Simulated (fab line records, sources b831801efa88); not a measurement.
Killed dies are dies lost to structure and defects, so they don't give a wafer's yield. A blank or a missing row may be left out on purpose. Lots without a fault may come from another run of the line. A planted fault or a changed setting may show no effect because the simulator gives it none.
fab line records | flow gf180mcu
record lots=24 wafers=72 last_day=34
route steps=602 shown V1@359 V2@383 V3@450 M4@457 V4@480
lots that met no fault: from a run of the same line without faults
start_h: hours from the record's first day to the start of the lot's first wafer shown | wait_h: hours since the lot's step before | " the same as in the row above | L1.1+2: a row that stands for several wafers | - no value, or no start given | * or withheld: withheld | < > ~ a bound
route shown NAME@n: a module of which the file shows steps, and the number in the route of the first | usual: mean/standard deviation of fault-free wafers | same: alike in all rows | chamber/n: place in a boat | sites: the reading at each site | _std_site: their standard deviation | _edge_site: outer sites' mean less inner sites' | radius_mm: how far each site lies from the wafer's centre | mask NAME#n: copy n | behind: the tool/chamber that last shaped the wafer | hold: why the lot was held/for how many hours/how that ended | device: the transistor (n, p or np) that didn't switch | end of line: the same wafers' tests at the end of the route | a step without rows: its recipe alone | killed: dies lost to structure and defects at the first sort, not the wafer's yield | map: a wafer's dies, x killed, . not, _ none there
set.NAME: the setting as run; set.NAME@STEP: as run at that earlier step | model.NAME: the simulator's own value behind a step, which no gauge read
steps of the route over a sample of lots; a table a step, a row a wafer
services: from which hour (start_h, from the record's first day; less than 0 if before it) a tool's chamber was out of use, for how many hours, and why
## steps
# step GF_V1_RS_MEAS_24
# recipe thk_meas_gauge=four-point-probe reads=W_of_V1_CVD_23+TiN_of_V1_SPUTTER_22+Ti_of_V1_SPUTTER_21
# usual V1_W_RS=0.327/0.0039
# columns lot.wafer tool chamber start_h wait_h V1_W_RS[ohm/sq]
L074.1 film_metro-01 - 413.47 0.1 0.321
L074.2 " - " " 0.318
L074.6 " - " " 0.318
L075.1 film_metro-04 - 423.94 0.1 0.332
L075.3 " - " " 0.330
L075.6 " - " " 0.330
L076.1 film_metro-04 - 428.16 0.1 0.326
L076.3 " - " " 0.331
L076.5 " - " " 0.332
L077.4 film_metro-01 - 439.48 0.1 0.328
L077.5 " - " " 0.333
L077.6 " - " " 0.328
L078.2 film_metro-01 - 455.23 0.1 0.328
L078.3 " - " " 0.329
L078.4 " - " " 0.325
L079.1 film_metro-04 - 464.37 0.1 0.323
L079.4 " - " " 0.328
L079.6 " - " " 0.326
L080.3 film_metro-02 - 471.56 0.1 0.320
L080.4 " - " " 0.328
L080.6 " - " " 0.322
L081.2 film_metro-01 - 482.97 0.1 0.327
L081.3 " - " " 0.326
L081.5 " - " " 0.326
L082.3 film_metro-01 - 491.36 0.1 0.327
L082.4 " - " " 0.330
L082.6 " - " " 0.334
L083.1 film_metro-01 - 494.63 0.1 0.324
L083.5 " - " " 0.324
L083.6 " - " " 0.319
L084.1 film_metro-04 - 506.90 0.1 0.337
L084.2 " - " " 0.325
L084.6 " - " " 0.334
L085.1 film_metro-01 - 513.38 0.1 0.326
L085.4 " - " " 0.331
L085.6 " - " " 0.328
L086.3 film_metro-04 - 519.06 0.1 0.329
L086.4 " - " " 0.329
L086.5 " - " " 0.323
L087.4 film_metro-02 - 525.16 0.1 0.329
L087.5 " - " " 0.327
L087.6 " - " " 0.326
L088.1 film_metro-01 - 538.90 0.1 0.324
L088.4 " - " " 0.323
L088.5 " - " " 0.327
L089.2 film_metro-02 - 544.84 0.1 0.326
L089.3 " - " " 0.323
L089.5 " - " " 0.324
L090.3 film_metro-02 - 550.52 0.1 0.326
L090.4 " - " " 0.331
L090.6 " - " " 0.328
L091.1 film_metro-02 - 565.22 0.1 0.326
L091.4 " - " " 0.325
L091.5 " - " " 0.326
L092.2 film_metro-01 - 566.09 0.1 0.323
L092.3 " - " " 0.322
L092.4 " - " " 0.321
L093.3 film_metro-04 - 572.50 0.1 0.325
L093.4 " - " " 0.323
L093.5 " - " " 0.329
L094.1 film_metro-04 - 583.40 0.1 0.332
L094.2 " - " " 0.328
L094.4 " - " " 0.329
L095.1 film_metro-04 - 592.02 0.1 0.331
L095.3 " - " " 0.332
L095.5 " - " " 0.328
L096.1 film_metro-02 - 597.93 0.1 0.327
L096.2 " - " " 0.333
L096.6 " - " " 0.328
L097.1 film_metro-01 - 606.64 0.1 0.326
L097.2 " - " " 0.325
L097.3 " - " " 0.325
# step GF_V2_THK_MEAS_01
# recipe reads=SiO2_of_V2_CVD_00
# usual V2_CVD_00_THK=602/6.3
# columns lot.wafer tool chamber start_h wait_h V2_CVD_00_THK[nm]
L074.1 film_metro-02 - 439.18 0.0 607
L074.2 " - " " 591
L074.6 " - " " 597
L075.1 film_metro-02 - 450.14 0.0 599
L075.3 " - " " 602
L075.6 " - " " 591
L076.1 film_metro-02 - 455.20 0.0 598
L076.3 " - " " 601
L076.5 " - " " 598
L077.4 film_metro-02 - 465.63 0.1 604
L077.5 " - " " 599
L077.6 " - " " 604
L078.2 film_metro-03 - 481.60 0.0 601
L078.3 " - " " 593
L078.4 " - " " 595
L079.1 film_metro-03 - 489.37 0.0 593
L079.4 " - " " 588
L079.6 " - " " 601
L080.3 film_metro-02 - 496.88 0.1 601
L080.4 " - " " 607
L080.6 " - " " 605
L081.2 film_metro-02 - 508.77 0.0 602
L081.3 " - " " 606
L081.5 " - " " 609
L082.3 film_metro-03 - 516.75 0.1 600
L082.4 " - " " 591
L082.6 " - " " 606
L083.1 film_metro-03 - 520.16 0.0 600
L083.5 " - " " 598
L083.6 " - " " 591
L084.1 film_metro-02 - 531.79 0.0 590
L084.2 " - " " 594
L084.6 " - " " 598
L085.1 film_metro-02 - 537.53 0.0 605
L085.4 " - " " 607
L085.6 " - " " 596
L086.3 film_metro-01 - 543.26 0.1 600
L086.4 " - " " 603
L086.5 " - " " 600
L087.4 film_metro-03 - 549.39 0.0 606
L087.5 " - " " 608
L087.6 " - " " 596
L088.1 film_metro-03 - 563.13 0.0 601
L088.4 " - " " 606
L088.5 " - " " 599
L089.2 film_metro-03 - 568.23 0.0 599
L089.3 " - " " 604
L089.5 " - " " 602
L090.3 film_metro-02 - 573.99 0.1 606
L090.4 " - " " 605
L090.6 " - " " 605
L091.1 film_metro-02 - 588.06 0.0 590
L091.4 " - " " 589
L091.5 " - " " 604
L092.2 film_metro-02 - 589.45 0.0 613
L092.3 " - " " 607
L092.4 " - " " 600
L093.3 film_metro-03 - 595.28 0.1 603
L093.4 " - " " 605
L093.5 " - " " 606
L094.1 film_metro-02 - 606.04 0.0 609
L094.2 " - " " 604
L094.4 " - " " 607
L095.1 film_metro-01 - 614.24 0.0 608
L095.3 " - " " 609
L095.5 " - " " 608
L096.1 film_metro-03 - 620.64 0.0 607
L096.2 " - " " 606
L096.6 " - " " 609
L097.1 film_metro-03 - 627.90 0.0 613
L097.2 " - " " 616
L097.3 " - " " 613
# step GF_V3_SPUTTER_21
# recipe material=Ti target_thk_nm=15 chamber_pressure_pa=4.931 power_w=2500 substrate_temp_c=200 time_s=80.02
# usual cathode_dc_power_W=2500.0/0.44 throttle_valve_pct=30.2/1
# columns lot.wafer tool chamber start_h wait_h cathode_dc_power_W throttle_valve_pct
L074.1 pvd_sputter-02 - 515.41 0.0 2499.0 29.2
L074.2 " - " " 2499.9 29.3
L074.6 " - " " 2500.2 31.3
L075.1 pvd_sputter-02 - 525.59 0.0 2499.9 28.7
L075.3 " - " " 2500.0 29.3
L075.6 " - " " 2500.2 28.9
L076.1 pvd_sputter-01 - 529.36 0.0 2501.2 31.0
L076.3 " - " " 2499.8 30.7
L076.5 " - " " 2500.6 30.8
L077.4 pvd_sputter-04 - 540.69 0.0 2500.7 31.2
L077.5 " - " " 2499.5 30.0
L077.6 " - " " 2500.8 31.5
L078.2 pvd_sputter-02 - 553.70 0.0 2499.8 29.0
L078.3 " - " " 2499.6 29.5
L078.4 " - " " 2500.0 31.5
L079.1 pvd_sputter-04 - 561.82 0.0 2500.1 30.1
L079.4 " - " " 2500.0 31.2
L079.6 " - " " 2500.1 31.5
L080.3 pvd_sputter-04 - 570.82 0.0 2500.6 30.0
L080.4 " - " " 2500.1 31.1
L080.6 " - " " 2499.7 31.1
L081.2 pvd_sputter-01 - 580.21 0.0 2500.0 28.4
L081.3 " - " " 2499.8 30.7
L081.5 " - " " 2500.6 30.0
L082.3 pvd_sputter-04 - 587.31 0.0 2500.5 30.0
L082.4 " - " " 2499.1 29.7
L082.6 " - " " 2499.4 30.3
L083.1 pvd_sputter-02 - 590.72 0.0 2500.4 28.8
L083.5 " - " " 2499.3 28.7
L083.6 " - " " 2500.0 31.2
L084.1 pvd_sputter-04 - 601.43 0.0 2500.4 31.5
L084.2 " - " " 2500.3 30.1
L084.6 " - " " 2499.6 30.2
L085.1 pvd_sputter-01 - 606.32 0.0 2500.2 28.7
L085.4 " - " " 2500.0 30.9
L085.6 " - " " 2500.1 30.9
L086.3 pvd_sputter-04 - 611.73 0.0 2500.1 30.1
L086.4 " - " " 2498.9 31.5
L086.5 " - " " 2500.4 31.5
L087.4 pvd_sputter-04 - 617.76 0.0 2500.1 31.2
L087.5 " - " " 2500.1 31.1
L087.6 " - " " 2500.6 29.8
L088.1 pvd_sputter-02 - 630.24 0.0 2500.4 29.5
L088.4 " - " " 2499.8 31.0
L088.5 " - " " 2499.9 29.4
L089.2 pvd_sputter-01 - 635.53 0.0 2500.3 28.3
L089.3 " - " " 2499.6 30.6
L089.5 " - " " 2499.2 31.0
L090.3 pvd_sputter-04 - 640.67 0.0 2499.4 29.8
L090.4 " - " " 2500.2 30.0
L090.6 " - " " 2499.6 30.0
L091.1 pvd_sputter-01 - 653.53 0.0 2500.6 31.0
L091.4 " - " " 2500.3 31.0
L091.5 " - " " 2499.6 29.5
L092.2 pvd_sputter-01 - 655.01 0.0 2500.1 30.0
L092.3 " - " " 2500.1 28.6
L092.4 " - " " 2500.0 30.8
L093.3 pvd_sputter-02 - 659.05 0.0 2500.1 28.7
L093.4 " - " " 2499.5 29.2
L093.5 " - " " 2500.5 29.4
L094.1 pvd_sputter-02 - 669.20 0.0 2499.8 28.5
L094.2 " - " " 2500.2 31.2
L094.4 " - " " 2499.5 29.5
L095.1 pvd_sputter-01 - 677.72 0.0 2500.2 28.6
L095.3 " - " " 2500.4 29.8
L095.5 " - " " 2499.6 28.3
L096.1 pvd_sputter-04 - 682.82 0.0 2499.7 30.0
L096.2 " - " " 2499.6 30.1
L096.6 " - " " 2500.2 30.2
L097.1 pvd_sputter-02 - 690.27 0.0 2500.3 29.0
L097.2 " - " " 2500.3 29.3
L097.3 " - " " 2500.6 31.3
# step GF_M4_SPUTTER_01
# recipe material=TiN target_thk_nm=30 power_w=6500 time_s=25 chamber_pressure_pa=0.4
# usual cathode_dc_power_W=6500.0/1.2 throttle_valve_pct=30.1/1.2
# columns lot.wafer tool chamber start_h wait_h cathode_dc_power_W throttle_valve_pct
L074.1 pvd_sputter-03 - 516.20 0.1 6498.0 30.7
L074.2 " - " " 6501.2 31.4
L074.6 " - " " 6500.0 31.3
L075.1 pvd_sputter-03 - 526.39 0.1 6500.8 31.2
L075.3 " - " " 6499.1 27.9
L075.6 " - " " 6497.8 30.7
L076.1 pvd_sputter-03 - 530.15 0.1 6497.3 28.1
L076.3 " - " " 6497.5 31.0
L076.5 " - " " 6500.8 31.3
L077.4 pvd_sputter-01 - 541.45 0.1 6500.9 30.8
L077.5 " - " " 6499.8 28.4
L077.6 " - " " 6498.8 29.8
L078.2 pvd_sputter-01 - 554.49 0.1 6500.5 30.7
L078.3 " - " " 6499.5 28.7
L078.4 " - " " 6499.6 30.8
L079.1 pvd_sputter-02 - 562.61 0.1 6499.5 29.1
L079.4 " - " " 6500.8 29.0
L079.6 " - " " 6498.5 29.2
L080.3 pvd_sputter-02 - 571.61 0.1 6498.9 29.7
L080.4 " - " " 6499.3 29.2
L080.6 " - " " 6500.6 31.3
L081.2 pvd_sputter-02 - 581.00 0.1 6499.2 29.3
L081.3 " - " " 6497.4 28.6
L081.5 " - " " 6499.3 29.0
L082.3 pvd_sputter-03 - 588.10 0.1 6499.7 31.3
L082.4 " - " " 6499.7 31.6
L082.6 " - " " 6501.0 30.7
L083.1 pvd_sputter-01 - 591.51 0.1 6498.7 30.7
L083.5 " - " " 6499.6 28.7
L083.6 " - " " 6498.2 30.8
L084.1 pvd_sputter-03 - 602.26 0.1 6502.2 31.3
L084.2 " - " " 6499.6 27.8
L084.6 " - " " 6500.5 31.3
L085.1 pvd_sputter-01 - 607.11 0.1 6501.4 31.1
L085.4 " - " " 6498.8 30.9
L085.6 " - " " 6499.0 30.0
L086.3 pvd_sputter-02 - 612.53 0.1 6499.2 29.7
L086.4 " - " " 6499.7 31.3
L086.5 " - " " 6500.6 29.3
L087.4 pvd_sputter-03 - 618.56 0.0 6499.0 31.2
L087.5 " - " " 6499.9 28.0
L087.6 " - " " 6497.9 31.2
L088.1 pvd_sputter-03 - 631.03 0.1 6503.0 30.8
L088.4 " - " " 6501.8 28.1
L088.5 " - " " 6501.3 31.2
L089.2 pvd_sputter-01 - 636.34 0.1 6501.5 30.9
L089.3 " - " " 6498.1 28.6
L089.5 " - " " 6501.2 30.9
L090.3 pvd_sputter-03 - 641.46 0.1 6497.9 31.1
L090.4 " - " " 6498.7 28.2
L090.6 " - " " 6500.3 31.4
L091.1 pvd_sputter-03 - 654.33 0.1 6500.3 27.9
L091.4 " - " " 6500.8 30.7
L091.5 " - " " 6502.6 30.9
L092.2 pvd_sputter-02 - 655.80 0.1 6500.8 29.4
L092.3 " - " " 6499.7 29.2
L092.4 " - " " 6501.4 28.6
L093.3 pvd_sputter-01 - 659.84 0.1 6500.6 29.9
L093.4 " - " " 6499.5 31.0
L093.5 " - " " 6500.8 30.8
L094.1 pvd_sputter-03 - 669.99 0.1 6501.6 31.0
L094.2 " - " " 6500.6 31.1
L094.4 " - " " 6499.9 30.7
L095.1 pvd_sputter-03 - 678.51 0.1 6501.2 30.7
L095.3 " - " " 6500.1 31.3
L095.5 " - " " 6500.3 31.4
L096.1 pvd_sputter-02 - 683.61 0.1 6500.2 29.3
L096.2 " - " " 6503.4 29.1
L096.6 " - " " 6500.1 29.4
L097.1 pvd_sputter-03 - 691.06 0.1 6502.9 28.1
L097.2 " - " " 6499.3 31.2
L097.3 " - " " 6500.2 30.8
# step GF_V4_CMP_04
# recipe material=SiO2 down_force_psi=4 platen_rpm=60 pad_velocity_m_s=0.94248
# usual motor_current_A=11.4/0.65 slurry_flow_ml_min=150.1/0.46 time_to_endpoint_s=78/6.5
# columns lot.wafer tool chamber start_h wait_h motor_current_A slurry_flow_ml_min time_to_endpoint_s
L074.1 cmp-02 1 540.73 0.1 11.6 149.3 76
L074.2 " 3 " " 11.8 150.4 72
L074.6 " 0 " " 11.8 150.1 76
L075.3 cmp-02 3 549.86 0.0 12.1 149.1 80
L075.1 " 0 " " 11.2 150.9 72
L075.6 " 3 " " 12.8 149.4 80
L076.1 cmp-02 2 552.72 0.1 10.8 149.3 80
L076.3 " 3 " " 12.1 150.3 75
L076.5 " 2 " " 10.9 149.8 87
L077.4 cmp-01 3 563.90 0.0 11.1 149.9 86
L077.5 " 3 " " 11.2 150.0 82
L077.6 " 0 " " 11.8 150.7 96
L078.4 cmp-01 0 577.25 0.0 12.0 150.7 82
L078.3 " 1 " " 12.1 150.2 78
L078.2 " 3 " " 10.8 150.2 80
L079.1 cmp-02 0 585.20 0.1 11.8 150.0 74
L079.4 " 1 " " 10.9 149.3 87
L079.6 " 1 " " 10.7 150.3 81
L080.3 cmp-01 0 594.31 0.2 11.8 148.9 89
L080.4 " 3 " " 11.1 150.0 84
L080.6 " 0 " " 12.0 149.8 91
L081.2 cmp-01 3 602.65 0.0 11.9 150.0 73
L081.3 " 1 " " 11.4 150.4 73
L081.5 " 3 " " 10.7 150.0 85
L082.3 cmp-01 2 611.08 0.1 10.7 149.7 79
L082.4 " 3 " " 11.5 150.4 83
L082.6 " 2 " " 11.0 149.7 86
L083.1 cmp-02 3 613.26 0.1 11.6 150.1 70
L083.5 " 1 " " 10.7 149.5 77
L083.6 " 2 " " 10.9 149.6 76
L084.1 cmp-02 2 624.56 0.1 10.6 149.4 75
L084.2 " 3 " " 11.8 149.8 69
L084.6 " 0 " " 12.0 149.7 70
L085.4 cmp-02 1 627.91 0.1 11.8 150.5 70
L085.1 " 2 " " 10.7 149.9 73
L085.6 " 0 " " 11.7 150.1 73
L086.3 cmp-02 3 634.75 0.1 12.1 149.7 66
L086.4 " 0 " " 11.5 149.0 73
L086.5 " 1 " " 10.5 148.8 79
L087.4 cmp-02 1 640.26 0.1 11.0 150.8 83
L087.5 " 0 " " 11.4 149.8 71
L087.6 " 1 " " 11.4 149.8 77
L088.1 cmp-02 3 651.85 0.1 12.3 150.3 67
L088.4 " 0 " " 11.5 149.4 72
L088.5 " 2 " " 10.6 150.2 76
L089.2 cmp-01 2 657.41 0.1 11.0 150.8 77
L089.3 " 0 " " 12.5 150.4 81
L089.5 " 2 " " 10.9 150.5 86
L090.4 cmp-02 0 662.28 0.1 11.5 150.6 69
L090.3 " 1 " " 11.2 150.7 74
L090.6 " 2 " " 11.0 149.4 81
L091.4 cmp-01 1 674.80 0.1 12.1 151.6 87
L091.1 " 2 " " 10.7 150.3 82
L091.5 " 1 " " 11.8 150.0 81
L092.2 cmp-01 1 676.46 0.0 11.7 149.9 72
L092.3 " 2 " " 9.9 150.4 78
L092.4 " 3 " " 12.1 150.1 77
L093.4 cmp-01 2 680.41 0.1 10.6 150.1 83
L093.3 " 3 " " 11.1 150.3 82
L093.5 " 2 " " 11.0 150.7 78
L094.2 cmp-01 1 690.30 0.0 12.4 150.4 75
L094.1 " 3 " " 11.7 150.0 72
L094.4 " 0 " " 12.5 150.0 80
L095.1 cmp-02 0 698.07 0.1 12.3 149.7 70
L095.3 " 2 " " 10.7 149.9 77
L095.5 " 1 " " 11.1 149.9 78
L096.2 cmp-01 2 703.99 0.0 11.0 150.5 85
L096.1 " 3 " " 11.5 150.0 80
L096.6 " 2 " " 10.2 150.1 87
L097.1 cmp-02 1 710.63 0.1 10.8 150.2 75
L097.3 " 2 " " 10.6 149.6 74
L097.2 " 3 " " 11.6 150.1 70
# step GF_V4_OVL_MEAS_15
# usual V4_OVL=-2/4.4
# columns lot.wafer tool chamber start_h wait_h V4_OVL[nm]
L074.1 overlay-02 - 563.19 0.1 -3
L074.2 " - " " 5
L074.6 " - " " -1
L075.1 overlay-01 - 572.26 0.1 -2
L075.3 " - " " 0
L075.6 " - " " -3
L076.1 overlay-01 - 575.21 0.1 -1
L076.3 " - " " 3
L076.5 " - " " -2
L077.4 overlay-02 - 585.85 0.1 -2
L077.5 " - " " 2
L077.6 " - " " -1
L078.2 overlay-01 - 599.44 0.1 -5
L078.3 " - " " -4
L078.4 " - " " 1
L079.1 overlay-01 - 607.11 0.1 1
L079.4 " - " " -3
L079.6 " - " " -4
L080.3 overlay-01 - 615.37 0.1 3
L080.4 " - " " -4
L080.6 " - " " 1
L081.2 overlay-01 - 623.99 0.1 -4
L081.3 " - " " -3
L081.5 " - " " 2
L082.3 overlay-02 - 631.82 0.1 -1
L082.4 " - " " 9
L082.6 " - " " -6
L083.1 overlay-02 - 633.89 0.1 -2
L083.5 " - " " -11
L083.6 " - " " -6
L084.1 overlay-02 - 644.44 0.1 -7
L084.2 " - " " -4
L084.6 " - " " -2
L085.1 overlay-01 - 648.64 0.1 -5
L085.4 " - " " -2
L085.6 " - " " -5
L086.3 overlay-01 - 654.67 0.1 -2
L086.4 " - " " 1
L086.5 " - " " -6
L087.4 overlay-01 - 659.88 0.1 0
L087.5 " - " " 4
L087.6 " - " " -2
L088.1 overlay-01 - 671.11 0.1 5
L088.4 " - " " 1
L088.5 " - " " 1
L089.2 overlay-02 - 676.76 0.1 -2
L089.3 " - " " -2
L089.5 " - " " -3
L090.3 overlay-02 - 681.60 0.1 0
L090.4 " - " " -7
L090.6 " - " " 1
L091.1 overlay-01 - 694.44 0.1 -7
L091.4 " - " " -7
L091.5 " - " " 1
L092.2 overlay-01 - 695.89 0.1 1
L092.3 " - " " -8
L092.4 " - " " -7
L093.3 overlay-02 - 700.47 0.1 -2
L093.4 " - " " -7
L093.5 " - " " 1
L094.1 overlay-01 - 709.43 0.1 -15
L094.2 " - " " -10
L094.4 " - " " -7
L095.1 overlay-01 - 716.54 0.1 -6
L095.3 " - " " -5
L095.5 " - " " -11
L096.1 overlay-02 - 722.48 0.1 -5
L096.2 " - " " -13
L096.6 " - " " -9
L097.1 overlay-01 - 728.91 0.1 1
L097.2 " - " " -2
L097.3 " - " " 0
## services
# columns tool chamber start_h hours kind
cmp-01 - 515.25 6.2 pm
cmp-02 - 538.59 1.2 repair
cmp-01 - 567.27 0.8 repair
cmp-02 - 576.45 0.9 repair
pvd_sputter-02 - 583.16 5.7 repair
cmp-02 - 585.50 6.1 pm
pvd_sputter-01 3 587.89 - consumable_replace:kit
pvd_sputter-01 3 587.89 18.0 scheduled_down
pvd_sputter-01 3 587.89 18.0 vent_cycle
cmp-02 - 591.64 4.0 pm
cmp-02 - 595.64 - consumable_replace:conditioner
cmp-02 - 595.64 - consumable_replace:pad
cmp-02 - 599.16 0.5 repair
pvd_sputter-03 2 601.05 - consumable_replace:kit
pvd_sputter-02 - 604.43 3.6 repair
cmp-01 - 607.77 0.8 repair
cmp-02 - 629.80 3.7 pm
cmp-01 - 650.92 1.9 repair
pvd_sputter-04 - 669.01 2.0 repair
pvd_sputter-02 3 679.32 - consumable_replace:kit
pvd_sputter-02 3 679.32 18.0 scheduled_down
pvd_sputter-02 3 679.32 18.0 vent_cycle
cmp-02 - 707.42 1.8 repair
pvd_sputter-02 - 710.50 2.0 repair
## key
fault none
